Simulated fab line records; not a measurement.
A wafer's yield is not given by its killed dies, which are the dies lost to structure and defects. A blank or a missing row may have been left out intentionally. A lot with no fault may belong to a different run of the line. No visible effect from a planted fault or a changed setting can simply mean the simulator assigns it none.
fab line records    flow sky130
record lots=6  wafers=18  last_day=50
route steps=708 shown LDD_HVP@287 LDD_LDN@289 PAD_OPEN@708
lots untouched by any fault: they come from a run of this same line in which no faults occurred
start_h: hours from the record's opening day to when the first of the lot's shown wafers began    wait_h: hours elapsed since this lot's preceding step    " as in the row above    L1.1+2: one row covering several wafers at once    - no value, or no start given    * or withheld: withheld    < > ~ a bound
route shown NAME@n: a module of which the file shows steps, and the number in the route of the first    usual: the fault-free wafers' mean and standard deviation    same: alike in all rows    chamber/n: place in a boat    sites: each site's reading    _std_site: standard deviation across them    _edge_site: outer sites' mean less inner sites'    radius_mm: for every site, how far away it sits from the centre of the wafer    mask NAME#n: copy n    behind: the tool/chamber that last shaped the wafer    hold: why the lot went on hold/how many hours it stayed there/how the hold came to an end    device: names the non-switching transistor (n, p or np)    end of line: the route-end tests of the same wafers    a step with no rows: only its recipe    killed: the dies lost at the first sort to structure and to defects; this is not the yield of the wafer    map: per-die view of a wafer (x killed, . not killed, _ where there is no die)
set.NAME: the setting that was run; set.NAME@STEP: the one run at that earlier step    model.NAME: the simulator's own value behind a step, which no gauge read
lots at some steps of the route; a table a step, a row a wafer
services: when a tool's chamber went out of use (start_h, in hours from the record's first day, below 0 if earlier), for how many hours, and the reason
## steps
# step SKY_LDD_HVP_STRIP_09
# recipe chemistry=O2/N2  power_w=1400  pressure_mtorr=1500  platen_temp_c=withheld  o2_flow_sccm=3000  n2_flow_sccm=300  overash_fraction=0.5
# usual drypump_motor_current_A=5.5/0.39  oes_product_au=0.408/0.0044  strip_time_to_endpoint_s=4.133/0.015
lot.wafer  tool             chamber  start_h  wait_h  drypump_motor_current_A  oes_product_au  rf_hours_counter_h  strip_time_to_endpoint_s
L776.1     plasma_asher-03  0        532.98   0.1     4.9                      0.411           70                  4.145
L776.2     "                1        "        "       5.2                      0.407           70                  4.127
L776.6     "                1        "        "       5.2                      0.411           -                   4.143
L779.1     plasma_asher-01  0        558.96   0.1     6.0                      0.412           13                  4.161
L779.4     "                0        "        "       6.0                      0.412           -                   4.162
L779.6     "                0        "        "       6.0                      0.409           -                   4.154
L781.1     plasma_asher-02  0        570.31   0.1     5.8                      0.404           92                  4.131
L781.2     "                1        "        "       5.5                      0.399           92                  4.111
L781.3     "                1        "        "       5.5                      0.410           -                   4.125
L785.2     plasma_asher-03  1        628.38   0.1     5.2                      0.410           80                  4.107
L785.4     "                0        "        "       4.9                      0.407           -                   4.104
L785.5     "                0        "        "       4.9                      0.409           -                   4.138
L789.2     plasma_asher-03  0        635.78   0.1     4.9                      0.412           81                  4.107
L789.4     "                0        "        "       4.9                      0.412           -                   4.122
L789.6     "                0        "        "       4.9                      0.414           -                   4.118
L794.2     plasma_asher-01  0        672.73   0.1     5.9                      0.405           24                  4.135
L794.3     "                1        "        "       6.0                      0.403           -                   4.113
L794.5     "                1        "        "       6.0                      0.399           -                   4.117
# step SKY_LDD_HVP_TW_MEAS_10
# usual LDD_HVP_TW=451.8/2.3
lot.wafer  tool           chamber  start_h  wait_h  LDD_HVP_TW
L776.1     film_metro-04  -        533.08   0.1     451.9
L776.2     "              -        "        "       453.6
L776.6     "              -        "        "       454.0
L779.1     film_metro-02  -        559.06   0.1     450.9
L779.4     "              -        "        "       450.9
L779.6     "              -        "        "       450.7
L781.1     film_metro-03  -        570.41   0.1     451.6
L781.2     "              -        "        "       451.4
L781.3     "              -        "        "       451.4
L785.2     film_metro-03  -        628.49   0.1     448.3
L785.4     "              -        "        "       446.5
L785.5     "              -        "        "       450.3
L789.2     film_metro-03  -        635.89   0.1     449.2
L789.4     "              -        "        "       447.8
L789.6     "              -        "        "       448.3
L794.2     film_metro-03  -        672.84   0.1     445.8
L794.3     "              -        "        "       449.3
L794.5     "              -        "        "       451.4
# step SKY_LDD_LDN_DEHYDRATE_00
# recipe temp_c=200  time_s=60
# step SKY_LDD_LDN_HMDS_01
# recipe prime_time_s=60  prime_temp_c=120
# step SKY_LDD_LDN_COAT_02
# recipe resist=NOVOLAK  spin_rpm=3000  resist_thk_nm=1140
# step SKY_LDD_LDN_SOFTBAKE_03
# recipe temp_c=90  time_s=60  resist=NOVOLAK
# step SKY_LDD_LDN_EXPOSE_04
# recipe mask_id=LDNTM  na=0.6  source_shape=conventional  sigma_outer=0.6  polarization=unpolarized  target_cd_nm=700  dose_mj=140
# step SKY_LDD_LDN_PEB_05
# recipe temp_c=withheld  time_s=*  resist=NOVOLAK
# step SKY_LDD_LDN_DEVELOP_06
# recipe resist=NOVOLAK  developer=TMAH  develop_time_s=60  dev_temp_c=23
# step SKY_LDD_LDN_OVL_MEAS_07
# usual LDD_LDN_OVL=0.7/1.6
lot.wafer  tool        chamber  start_h  wait_h  LDD_LDN_OVL[nm]
L776.1     overlay-02  -        562.85   0.1     -0.3
L776.2     "           -        "        "       -1.1
L776.6     "           -        "        "       1.8
L779.1     overlay-02  -        587.05   0.1     0.4
L779.4     "           -        "        "       -0.2
L779.6     "           -        "        "       -0.4
L781.1     overlay-01  -        599.80   0.1     -2.4
L781.2     "           -        "        "       -0.1
L781.3     "           -        "        "       -0.8
L785.2     overlay-01  -        656.80   0.1     -0.4
L785.4     "           -        "        "       0.7
L785.5     "           -        "        "       0.7
L789.2     overlay-01  -        664.05   0.1     1.9
L789.4     "           -        "        "       1.4
L789.6     "           -        "        "       0.6
L794.2     overlay-02  -        701.30   0.1     -0.2
L794.3     "           -        "        "       0.9
L794.5     "           -        "        "       1.6
# step SKY_LDD_LDN_IMPLANT_08
# recipe species=As  energy_kev=15  dose_cm2=1.25e+13  tilt_deg=withheld  rotation_deg=23
# step SKY_LDD_LDN_IMPLANT_09
# recipe species=As  energy_kev=15  dose_cm2=1.25e+13  tilt_deg=withheld  rotation_deg=113
# step SKY_LDD_LDN_IMPLANT_10
# recipe species=As  energy_kev=15  dose_cm2=1.25e+13  tilt_deg=withheld  rotation_deg=203
# usual dose_ions_cm2=1.2505e+13/1.5e+10  end_station_pressure_torr=5.09e-06/2.8e-07  faraday_current_uA=70.5/1.4
# same implant_ion_amu=75
lot.wafer  tool          chamber  start_h  wait_h  dose_ions_cm2  end_station_pressure_torr  faraday_current_uA
L776.1     implanter-01  0        563.18   0.1     1.2511e+13     5.29e-06                   72.2
L776.2     "             0        "        "       1.2477e+13     5.3e-06                    68.4
L776.6     "             0        "        "       1.2518e+13     4.96e-06                   70.8
L779.1     implanter-03  0        587.68   0.1     4.337e+12      5.59e-06                   24.5
L779.4     "             0        "        "       4.357e+12      4.95e-06                   24.7
L779.6     "             0        "        "       4.354e+12      5.14e-06                   23.8
L781.1     implanter-03  0        600.13   0.1     4.361e+12      5.31e-06                   24.9
L781.2     "             0        "        "       4.347e+12      4.59e-06                   25.2
L781.3     "             0        "        "       4.363e+12      4.92e-06                   24.4
L785.2     implanter-01  0        657.15   0.1     1.2496e+13     5.24e-06                   72.6
L785.4     "             0        "        "       1.2511e+13     5.18e-06                   69.8
L785.5     "             0        "        "       1.2512e+13     5.65e-06                   70.0
L789.2     implanter-04  0        664.41   0.1     1.2522e+13     5.25e-06                   70.6
L789.4     "             0        "        "       1.2492e+13     5.11e-06                   71.2
L789.6     "             0        "        "       1.2508e+13     5.36e-06                   69.2
L794.2     implanter-03  0        701.66   0.1     1.2517e+13     4.87e-06                   73.6
L794.3     "             0        "        "       1.251e+13      5.06e-06                   69.5
L794.5     "             0        "        "       1.2523e+13     5.23e-06                   73.6
# step SKY_LDD_LDN_IMPLANT_11
# recipe species=As  energy_kev=15  dose_cm2=1.25e+13  tilt_deg=withheld  rotation_deg=293
# step SKY_LDD_LDN_STRIP_12
# recipe chemistry=O2/N2  power_w=1400  pressure_mtorr=1500  platen_temp_c=withheld  o2_flow_sccm=3000  n2_flow_sccm=300  overash_fraction=0.5
# usual drypump_motor_current_A=5.6/0.38  oes_product_au=0.716/0.0048  strip_time_to_endpoint_s=14.17/0.042
lot.wafer  tool             chamber  start_h  wait_h  drypump_motor_current_A  oes_product_au  rf_hours_counter_h  strip_time_to_endpoint_s
L776.1     plasma_asher-04  0        563.48   0.1     5.6                      0.710           39                  14.11
L776.2     "                1        "        "       5.6                      0.718           39                  14.12
L776.6     "                0        "        "       5.7                      0.720           -                   14.12
L779.1     plasma_asher-01  0        587.98   0.1     6.0                      0.715           16                  14.16
L779.4     "                1        "        "       6.0                      0.712           -                   14.15
L779.6     "                1        "        "       6.0                      0.714           -                   14.13
L781.1     plasma_asher-03  1        600.43   0.1     5.3                      0.717           77                  14.10
L781.2     "                0        "        "       4.9                      0.715           77                  14.12
L781.3     "                0        "        "       4.9                      0.717           -                   14.13
L785.2     plasma_asher-01  0        657.43   0.1     5.9                      0.707           22                  14.17
L785.4     "                1        "        "       5.9                      0.716           -                   14.16
L785.5     "                1        "        "       6.0                      0.714           -                   14.19
L789.2     plasma_asher-01  1        664.68   0.1     6.0                      0.720           23                  14.21
L789.4     "                1        "        "       6.0                      0.724           -                   14.22
L789.6     "                0        "        "       5.9                      0.715           -                   14.18
L794.2     plasma_asher-04  1        701.93   0.1     5.6                      0.712           52                  14.18
L794.3     "                0        "        "       5.7                      0.711           -                   14.20
L794.5     "                1        "        "       5.6                      0.724           -                   14.18
# step SKY_LDD_LDN_TW_MEAS_13
# usual LDD_LDN_TW=1465/7.5
lot.wafer  tool           chamber  start_h  wait_h  hold                      LDD_LDN_TW
L776.1     film_metro-02  -        563.58   0.1     -                         1460
L776.2     "              -        "        "       -                         1470
L776.6     "              -        "        "       -                         1468
L779.1     film_metro-02  -        588.08   0.1     await_dispo/0.2h/release  1390
L779.4     "              -        "        "       await_dispo/0.2h/release  1392
L779.6     "              -        "        "       await_dispo/0.2h/release  1394
L779.1     film_metro-02  -        588.31   0.2     -                         1385
L779.4     "              -        "        "       -                         1393
L779.6     "              -        "        "       -                         1388
L781.1     film_metro-03  -        600.53   0.1     await_dispo/0.2h/release  1387
L781.2     "              -        "        "       await_dispo/0.2h/release  1391
L781.3     "              -        "        "       await_dispo/0.2h/release  1383
L781.1     film_metro-03  -        600.87   0.3     -                         1388
L781.2     "              -        "        "       -                         1384
L781.3     "              -        "        "       -                         1386
L785.2     film_metro-03  -        657.54   0.1     -                         1460
L785.4     "              -        "        "       -                         1462
L785.5     "              -        "        "       -                         1462
L789.2     film_metro-01  -        664.79   0.1     -                         1474
L789.4     "              -        "        "       -                         1473
L789.6     "              -        "        "       -                         1464
L794.2     film_metro-03  -        702.04   0.1     -                         1482
L794.3     "              -        "        "       -                         1479
L794.5     "              -        "        "       -                         1483
# step SKY_PAD_OPEN_PROBE_99
# usual killed_at_M0_to_M3=43/7.3  killed_at_M4_up=3.6/1.9  killed_at_contacts=23/5.3  killed_at_front_end=15/4.5  killed_at_other=0.3/0.72  killed_dies=85/9.4  killed_open=46/6.7  killed_short=38/6.8
# same gross_dies=492  killed_at_back_side=0
lot.wafer  tool       chamber  start_h  wait_h  killed_at_M0_to_M3  killed_at_M4_up  killed_at_contacts  killed_at_front_end  killed_at_other  killed_dies  killed_open  killed_short  model.etest.tip_sonos.rs_ohm_sq
L776.1     prober-01  -        1099.06  0.1     46                  5                16                  9                    0                76           38           38            2692
L776.2     prober-01  -        1099.11  0.1     49                  5                23                  13                   2                92           47           43            2715
L776.6     prober-01  -        1099.31  0.2     31                  2                19                  10                   0                62           37           25            2664
L779.1     prober-02  -        1120.52  0.1     48                  2                28                  17                   1                96           47           49            2897
L779.4     prober-02  -        1120.67  0.2     34                  2                17                  10                   0                63           42           21            2898
L779.6     prober-02  -        1120.77  0.2     45                  1                31                  15                   0                92           57           35            2902
L781.1     prober-01  -        1129.03  0.1     58                  2                21                  19                   0                100          56           43            2960
L781.2     prober-01  -        1129.08  0.1     32                  2                29                  17                   0                80           40           39            2909
L781.3     prober-01  -        1129.13  0.2     31                  4                27                  22                   0                84           44           40            2907
L785.2     prober-02  -        1164.26  0.2     52                  3                22                  10                   0                87           53           34            2594
L785.4     prober-02  -        1164.36  0.2     50                  9                20                  20                   0                99           55           44            2637
L785.5     prober-02  -        1164.41  0.3     34                  3                21                  11                   0                69           38           31            2601
L789.2     prober-01  -        1169.52  0.1     41                  7                20                  14                   0                82           39           42            2568
L789.4     prober-01  -        1169.62  0.2     52                  3                14                  20                   0                89           42           46            2647
L789.6     prober-01  -        1169.72  0.2     41                  4                20                  18                   0                83           46           37            2624
L794.2     prober-02  -        1190.56  0.1     47                  7                15                  19                   0                88           44           44            2637
L794.3     prober-02  -        1190.61  0.2     45                  4                26                  16                   0                91           48           43            2643
L794.5     prober-02  -        1190.71  0.2     38                  2                20                  17                   0                77           52           25            2625
# killed by level:class
L776.1 VIA2:geometric_particle:open=11 METAL2:geometric_particle:short=7 METAL1:geometric_particle:short=6 VIA3:geometric_particle:open=6 VIA3:geometric_particle:short=5 FIELD_ISO:geometric_particle:open=4 CONTACT:geometric_particle:open=4 CONTACT:geometric_particle:short=4
L776.2 VIA3:geometric_particle:open=9 METAL2:geometric_particle:short=8 LI_CONTACT:geometric_particle:open=7 VIA1:geometric_particle:open=7 FIELD_ISO:geometric_particle:open=5 LI_CONTACT:geometric_particle:short=5 CONTACT:geometric_particle:open=5 VIA2:geometric_particle:open=5
L776.6 CONTACT:geometric_particle:open=8 VIA3:geometric_particle:open=8 VIA1:geometric_particle:open=6 LI_CONTACT:geometric_particle:open=5 VIA2:geometric_particle:open=4 VIA3:geometric_particle:short=4 LOCAL_INTERCONNECT:geometric_particle:short=3 METAL2:geometric_particle:short=3
L779.1 METAL2:geometric_particle:short=10 VIA2:geometric_particle:open=9 CONTACT:geometric_particle:open=9 VIA1:geometric_particle:open=8 POLY_GATE:geometric_particle:open=5 LI_CONTACT:geometric_particle:short=5 LI_CONTACT:geometric_particle:open=5 LOCAL_INTERCONNECT:geometric_particle:short=5
L779.4 CONTACT:geometric_particle:open=9 VIA1:geometric_particle:open=7 VIA2:geometric_particle:open=7 VIA3:geometric_particle:open=6 FIELD_ISO:geometric_particle:short=5 LI_CONTACT:geometric_particle:open=4 METAL1:geometric_particle:short=3 METAL2:geometric_particle:short=3
L779.6 VIA1:geometric_particle:open=12 CONTACT:geometric_particle:open=9 VIA3:geometric_particle:open=9 CONTACT:geometric_particle:short=7 LI_CONTACT:geometric_particle:open=7 LOCAL_INTERCONNECT:geometric_particle:short=5 METAL2:geometric_particle:short=5 FIELD_ISO:geometric_particle:short=4
L781.1 VIA1:geometric_particle:open=12 VIA2:geometric_particle:open=9 VIA1:geometric_particle:short=8 VIA2:geometric_particle:short=8 POLY_GATE:geometric_particle:open=7 CONTACT:geometric_particle:open=7 METAL1:geometric_particle:short=7 LI_CONTACT:geometric_particle:open=6
L781.2 CONTACT:geometric_particle:open=8 VIA1:geometric_particle:open=8 LOCAL_INTERCONNECT:geometric_particle:short=7 POLY_GATE:geometric_particle:short=6 CONTACT:geometric_particle:short=6 LI_CONTACT:geometric_particle:open=5 VIA1:geometric_particle:short=5 FIELD_ISO:geometric_particle:open=4
L781.3 CONTACT:geometric_particle:open=12 POLY_GATE:geometric_particle:short=8 LOCAL_INTERCONNECT:geometric_particle:short=8 METAL1:geometric_particle:short=7 POLY_GATE:geometric_particle:open=6 VIA1:geometric_particle:open=6 VIA2:geometric_particle:open=5 FIELD_ISO:geometric_particle:open=4
L785.2 CONTACT:geometric_particle:open=12 VIA1:geometric_particle:open=12 VIA2:geometric_particle:open=10 VIA3:geometric_particle:open=7 METAL1:geometric_particle:short=6 VIA1:geometric_particle:short=5 POLY_GATE:geometric_particle:open=4 LOCAL_INTERCONNECT:geometric_particle:short=4
L785.4 VIA1:geometric_particle:open=13 VIA3:geometric_particle:open=12 CONTACT:geometric_particle:open=9 METAL2:geometric_particle:short=6 METAL1:geometric_particle:short=5 METAL4:geometric_particle:short=5 FIELD_ISO:geometric_particle:short=4 POLY_GATE:geometric_particle:short=4
L785.5 CONTACT:geometric_particle:open=9 METAL1:geometric_particle:short=7 LI_CONTACT:geometric_particle:open=6 VIA1:geometric_particle:open=5 VIA2:geometric_particle:open=5 POLY_GATE:geometric_particle:open=4 VIA3:geometric_particle:open=4 CONTACT:geometric_particle:short=3
L789.2 VIA1:geometric_particle:open=10 METAL1:geometric_particle:short=7 POLY_GATE:geometric_particle:short=6 LOCAL_INTERCONNECT:geometric_particle:short=6 LI_CONTACT:geometric_particle:open=5 CONTACT:geometric_particle:open=5 VIA3:geometric_particle:open=5 VIA2:geometric_particle:open=4
L789.4 VIA2:geometric_particle:open=9 VIA1:geometric_particle:short=7 VIA2:geometric_particle:short=7 CONTACT:geometric_particle:open=6 VIA1:geometric_particle:open=6 SPACER:geometric_particle:short=5 LI_CONTACT:geometric_particle:open=5 VIA3:geometric_particle:open=5
L789.6 VIA2:geometric_particle:open=9 CONTACT:geometric_particle:open=8 METAL2:geometric_particle:short=7 LI_CONTACT:geometric_particle:open=6 POLY_GATE:geometric_particle:open=5 VIA1:geometric_particle:short=5 VIA1:geometric_particle:open=5 VIA3:geometric_particle:open=5
L794.2 VIA1:geometric_particle:open=8 FIELD_ISO:geometric_particle:short=7 LI_CONTACT:geometric_particle:open=6 METAL1:geometric_particle:short=6 VIA3:geometric_particle:short=5 POLY_GATE:geometric_particle:open=5 METAL2:geometric_particle:short=5 VIA2:geometric_particle:open=5
L794.3 CONTACT:geometric_particle:open=10 VIA1:geometric_particle:open=10 VIA3:geometric_particle:open=7 LI_CONTACT:geometric_particle:open=6 LOCAL_INTERCONNECT:geometric_particle:short=6 VIA1:geometric_particle:short=6 VIA2:geometric_particle:open=6 FIELD_ISO:geometric_particle:open=5
L794.5 VIA1:geometric_particle:open=12 FIELD_ISO:geometric_particle:open=8 LI_CONTACT:geometric_particle:open=7 CONTACT:geometric_particle:open=7 VIA2:geometric_particle:open=6 FIELD_ISO:geometric_particle:short=4 METAL1:geometric_particle:short=3 CONTACT:geometric_particle:short=3
## services
tool             chamber  start_h  hours  kind
plasma_asher-02  -        516.28   2.8    pm
implanter-01     -        552.59   1.8    repair
implanter-01     -        558.82   4.0    repair
implanter-04     -        564.01   3.3    repair
implanter-01     -        581.63   4.5    repair
implanter-04     -        586.96   0.8    repair
plasma_asher-04  -        624.79   3.3    repair
plasma_asher-01  -        635.72   3.7    repair
implanter-04     -        638.36   4.5    pm
implanter-03     -        643.36   3.8    pm
implanter-04     -        643.65   7.7    repair
implanter-03     -        658.52   13.7   repair
plasma_asher-03  -        670.78   7.8    repair
plasma_asher-04  -        684.90   11.5   repair
implanter-01     -        686.35   1.7    repair
implanter-01     -        695.67   2.6    pm
## key
first_sign step=SKY_LDD_LDN_IMPLANT_10  reading=dose_ions_cm2  direction=down  sigmas=99+  usual=*  struck=*
effect step=SKY_LDD_LDN_IMPLANT_10  reading=faraday_current_uA  direction=down  sigmas=34  usual=70.5  struck=24.6
effect step=SKY_LDD_LDN_TW_MEAS_13  reading=visit  direction=added
effect step=SKY_LDD_LDN_TW_MEAS_13  reading=LDD_LDN_TW  direction=down  sigmas=10  usual=1465  struck=1390
model_effect step=SKY_PAD_OPEN_PROBE_99  value=etest.tip_sonos.rs_ohm_sq  without=2654  struck=2912
met_at SKY_LDD_LDN_IMPLANT_10
struck_wafers L779.1,L779.4,L779.6,L781.1,L781.2,L781.3
tester_left_out L779,L781
fault kind=process_parameter_drift  tool=implanter-03  chamber=-  onset_h=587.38  steps=SKY_LDD_LDN_IMPLANT_10  channel=dose_cm2  offset=*  shape=step  end_h=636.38  acts_in=*  stated=*
# tester_left_out: of these lots the tester's yield and bins aren't shown, on N5 and GAA mostly nor the transistor test; their killed dies are dies lost to structure and defects alone, not to doping, threshold or leakage, so they don't give the yield
